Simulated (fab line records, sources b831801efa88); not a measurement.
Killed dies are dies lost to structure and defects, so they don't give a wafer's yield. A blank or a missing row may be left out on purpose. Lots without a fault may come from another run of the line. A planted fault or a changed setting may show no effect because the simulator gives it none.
One fault seen from 2 desks | flow gf180mcu | each desk has only its own numbers; what lay behind them comes last

THE METROLOGY DESK
What the gauges read, lot by lot, whatever tool the lot ran on: means of the sampled wafers that have a number. A lot is out of limits, marked OUT, if its mean lies more than 4 standard deviations from the usual mean; the brackets give that distance.
Columns: A = VT_IMPLANT_TW at GF_VT_IMPLANT_TW_MEAS_10, usual 572; B = HV_LDD_01_OVL at GF_HV_LDD_OVL_MEAS_20, usual 0.6 nm; C = M1_ALCU_RS at GF_M1_RS_MEAS_05, usual 0.0696 ohm/sq
lot  | first seen here | A   | B    | C
L611 | day 5 17:26     | 566 | -1.6 | 0.0704
L612 | day 6 00:18     | 572 | 0.4  | 0.0689
L613 | day 6 02:17     | 573 | 1.2  | 0.0690
L615 | day 6 17:16     | 569 | 0.6  | 0.0701
L616 | day 6 19:07     | 572 | -0.1 | 0.0693
L617 | day 7 04:10     | 574 | 0.6  | 0.0690
L618 | day 7 10:14     | 575 | 0.7  | 0.0698
L619 | day 7 16:12     | 569 | 1.9  | 0.0706
L620 | day 7 22:41     | 575 | 0.3  | 0.0692
L623 | day 8 18:57     | 573 | 0.8  | 0.0698
L624 | day 8 22:01     | 576 | 1.9  | 0.0692
L633 | day 11 15:25    | 567 | 0.8  | 0.0692
L634 | day 11 20:50    | 570 | -0.6 | 0.0701
This desk's finding: nothing out of limits on any of the 13 lots.

THE TOOL OWNER'S DESK: plasma_asher-04
The tool's own readings at GF_HV_LDD_STRIP_22 (strips in O2/N2): means of the sampled wafers that have a number, for each lot that ran on this tool. A lot is out of limits, marked OUT, if its mean lies more than 4 standard deviations from the usual mean; the brackets give that distance.
Columns: A = drypump_motor_current_A at GF_HV_LDD_STRIP_22, usual 5.87 A; B = heater_power_w at GF_HV_LDD_STRIP_22, usual 317 W; C = oes_product_au at GF_HV_LDD_STRIP_22, usual 0.716 a.u.; D = strip_time_to_endpoint_s at GF_HV_LDD_STRIP_22, usual 12.636 s
lot  | first seen here | A    | B   | C               | D
L612 | day 11 06:26    | 5.64 | 338 | 0.716           | 12.631
L620 | day 13 13:28    | 5.65 | 334 | 0.714           | 12.653
L624 | day 14 21:23    | 5.96 | 328 | 0.899 (+41) OUT | -
L633 | day 18 03:01    | 5.95 | 319 | 0.713           | 12.656
L634 | day 18 12:10    | 5.65 | 335 | 0.713           | 12.656
This desk's finding: out of limits on L624; first on L624, day 14 21:23 (oes_product_au at GF_HV_LDD_STRIP_22). In limits: L612, L620, L633, L634.

PUT TOGETHER
The tool owner's desk could have raised an alarm at day 14 21:23, on L624.
The metrology desk saw nothing out of limits.
The metrology desk has L624 on record, within its limits.
Of the lots named, all ran GF_HV_LDD_STRIP_22 on plasma_asher-04.

WHAT THE SIMULATOR HAD PUT IN
Strip aborted: plasma_asher-04, from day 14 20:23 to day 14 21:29, at GF_HV_LDD_STRIP_22. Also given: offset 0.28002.
Lots struck among those shown: L624.
Hours from the fault's start to each desk's first reading out of limits: the tool owner's desk, 1.
